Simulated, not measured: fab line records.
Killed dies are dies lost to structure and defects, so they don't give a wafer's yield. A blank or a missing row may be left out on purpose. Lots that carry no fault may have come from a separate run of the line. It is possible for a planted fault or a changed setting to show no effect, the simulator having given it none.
2 desks, one fault | flow gf180mcu | each desk has only its own numbers; what lay behind them comes last

== AT THE TOOL OWNER'S DESK: litho track-02 ==
The tool's own readings at GF_VT_IMPLANT_DEVELOP_39 (develop time 60 s): means of the sampled wafers that have a number, for each lot that ran on this tool. Any lot whose mean is over 4 standard deviations away from the usual mean is out of limits and marked OUT; that distance is given in the brackets.
Columns: A = developer temp C at GF_VT_IMPLANT_DEVELOP_39, usual 23.02 C
lot  | first seen here | A
L675 | day 8 17:07     | 23.11
L683 | day 11 00:01    | 22.94
This desk found nothing out of limits on any of the 2 lots.

== FROM THE METROLOGY DESK ==
What the gauges read for every lot (on any tool): the sampled wafers with a number, averaged. Any lot whose mean is over 4 standard deviations away from the usual mean is out of limits and marked OUT; that distance is given in the brackets. Shown here are 7 of its 11 readings, the ones lying furthest out on some lot.
Columns: A = VT_IMPLANT_3_TW at GF_VT_IMPLANT_TW_MEAS_32, usual 267.4; B = VT_IMPLANT_4_TW at GF_VT_IMPLANT_TW_MEAS_43, usual 689; C = MVSD_RS at GF_VT_IMPLANT_RS_MEAS_46, usual 456.5 ohm/sq; D = LVPWELL_RS at GF_VT_IMPLANT_RS_MEAS_48, usual 1195.6 ohm/sq; E = DUAL_GATE_OXIDATION_00_THK at GF_DUAL_GATE_THK_MEAS_03, usual 10.98 nm; F = DUAL_GATE_OVL at GF_DUAL_GATE_OVL_MEAS_11, usual -0.4 nm; G = POLY_GATE_CVD_00_THK at GF_POLY_GATE_THK_MEAS_01, usual 200.2 nm
lot  | first seen here | A     | B   | C     | D      | E     | F    | G
L675 | day 8 00:05     | 264.5 | 691 | 455.8 | 1195.9 | 11.16 | -0.3 | 201.4
L676 | day 8 11:53     | 264.1 | 697 | 458.2 | 1198.7 | 11.20 | 1.0  | 198.2
L683 | day 10 05:42    | 270.4 | 689 | 456.6 | 1197.5 | 10.88 | 0.2  | 203.3
L686 | day 11 05:20    | 267.7 | 688 | 455.9 | 1197.3 | 10.89 | -1.1 | 198.9
L689 | day 11 21:23    | 268.3 | 682 | 457.3 | 1198.2 | 10.75 | 1.1  | 201.3
This desk found nothing out of limits on any of the 5 lots.

== ALL TOGETHER ==
The desk of the tool owner found nothing out of limits.
Nothing out of limits was seen by the metrology desk.

== WHAT THE SIMULATOR HAD PUT IN ==
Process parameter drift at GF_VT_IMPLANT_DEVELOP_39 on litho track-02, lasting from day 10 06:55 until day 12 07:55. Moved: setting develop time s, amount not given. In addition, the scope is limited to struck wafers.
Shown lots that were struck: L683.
